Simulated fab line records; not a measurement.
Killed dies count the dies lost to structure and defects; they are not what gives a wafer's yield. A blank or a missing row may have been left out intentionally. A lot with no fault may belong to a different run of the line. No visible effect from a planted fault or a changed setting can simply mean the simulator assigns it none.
Code-filled problem report in 8D (eight disciplines) form | flow gf180mcu | the parts of the form that need people (team, actions taken, sign-off) are left out

## 1. WHAT IS WRONG
LVPWELL_RS at GF_VT_IMPLANT_RS_MEAS_48 reads a mean of 1225 ohm/sq on 3 wafers of 3 lots; wafers without a fault read 1198 ohm/sq with a standard deviation of 3.5. That puts it +7.8 standard deviations away from the usual mean.
The step: measures by four-point-probe.
Seen first at day 9 20:29 on filmMetro-03, wafer L568.5. At this step, 42 wafers from 14 lots have a number in the record. Rule for "out", or "out of limits": more than 4 standard deviations from the usual mean. The rest of the wafers with a number are treated as sound.

## 2. WHAT IT IS AND WHAT IT IS NOT
question                    | is                         | is not
which readings at this step | LVPWELL_RS                 | -
which lots                  | L568, L569, L571           | L560, L561, L562, L563, L564, L565, L577, L580, L581, L582, L583
which wafers of those lots  | L568.5, L569.5, L571.4     | L568.1, L568.3, L569.1, L569.3, L571.3, L571.6
read on which gauges        | filmMetro-02, filmMetro-03 | filmMetro-04
when                        | from day 9 20:29           | up to then (20 sound wafers); but 19 sound wafers of L569, L571, L577, L580, L581, L582, L583 came after

## 3. SUSPECTS, AND WHAT RULES EACH OUT
Counting: if a tool at a process step up to the reading ran every lot that is out, it stays a suspect. Sound lots after the first of them don't rule it out here, since some wafers of a struck lot are sound.
- the gauge at GF_VT_IMPLANT_RS_MEAS_48: ruled out. The wafers that are out were read on 2 gauges (filmMetro-02, filmMetro-03).
- implanter-01 at GF_LVPWELL_IMPLANT_09: kept. It ran every lot that is out, first L568 (day 5 18:50); its last sound lot up to then is L565 (day 5 00:52).
Remaining after the count: implanter-01 at GF_LVPWELL_IMPLANT_09.

## 4. THE CAUSE (what the simulator had put in)
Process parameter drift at GF_LVPWELL_IMPLANT_09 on implanter-01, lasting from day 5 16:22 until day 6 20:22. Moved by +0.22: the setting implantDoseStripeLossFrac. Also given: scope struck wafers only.
This tool alone remained once counting was done.

## 5. SEQUENCE OF EFFECTS, ordered by route
Each row: a reading whose mean over the struck wafers that have a number lies more than 3 standard deviations from the usual. Scope: only readings with a usual standard deviation given in the record; hours: median across lots of the time from each lot's start at the first step in this table that gives one to its start at this step; sigmas: change in usual standard deviations.
hours | step                     | reading    | usual       | on struck wafers | change | sigmas
0     | GF_VT_IMPLANT_RS_MEAS_48 | LVPWELL_RS | 1198 ohm/sq | 1225             | +27    | +7.8
Later measuring or inspecting steps at which every struck wafer that the step has a row for has a number for every such reading, and none has moved that far: GF_VT_IMPLANT_RS_MEAS_49.

## 6. WHAT WOULD HAVE CAUGHT IT SOONER
Counted from the fault's start at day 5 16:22, it took 100 hours until the first out-of-limits reading at a measuring or inspecting step in this record, taken at day 9 20:29.
The start of GF_LVPWELL_IMPLANT_09 on implanter-01 came by day 9 20:29 for every one of the lots that are out (3). A hold on the tool at that time would have spared none of them.
